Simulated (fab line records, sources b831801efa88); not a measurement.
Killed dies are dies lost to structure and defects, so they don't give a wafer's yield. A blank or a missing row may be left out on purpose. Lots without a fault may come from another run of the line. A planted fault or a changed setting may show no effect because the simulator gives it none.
Chamber matching | flow gf180mcu | GF_V4_CVD_02 on pecvd-01: 3 sister chambers
The step deposits SiO2 from TEOS, target thk 850 nm, time 94.851 s. 6 wafers are shown with their chamber, then 7 later ones without.

WAFERS WITH THEIR CHAMBER
wafer  | chamber | heater_power_outer_w (W) | heater_power_w (W)
L746.5 | 0       | 432                      | 680
L751.3 | 1       | 491                      | 848
L751.4 | 2       | 282                      | 533
L751.5 | 0       | 465                      | 713
L756.2 | 1       | 399                      | 696
L756.3 | 2       | 292                      | 558

WAFERS WITHOUT THEIR CHAMBER
wafer  | heater_power_outer_w (W) | heater_power_w (W)
L756.5 | 438                      | 671
L757.2 | 448                      | 711
L757.4 | 477                      | 756
L757.5 | 291                      | 550
L760.1 | 289                      | 535
L760.5 | 300                      | 547
L760.6 | 494                      | 827

WHICH CHAMBER EACH WENT THROUGH
wafer  | from the rows above     | in truth
L756.5 | can't be placed: 0 or 1 | 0
L757.2 | can't be placed: 0 or 1 | 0
L757.4 | can't be placed: 1 or 0 | 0
L757.5 | 2                       | 2
L760.1 | 2                       | 2
L760.5 | 2                       | 2
L760.6 | can't be placed: 1 or 0 | 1
Placed correctly: 3 of 7. Can't be placed from these rows: 4 (the true chamber is among the candidates in 4). Placed wrongly: 0.
How it was worked out, from the rows above alone: a wafer's distance from a chamber is the root of the sum, over the readings, of the square of ((its reading less the chamber's mean) divided by the reading's scatter). The wafer belongs to the nearest chamber; if the next one is less than 2 further off, it can't be placed. A chamber's mean is the mean of its shown wafers. The scatter: the root of (the sum of the squares of (reading less its chamber's mean) over the shown wafers, divided by (wafers less chambers)).
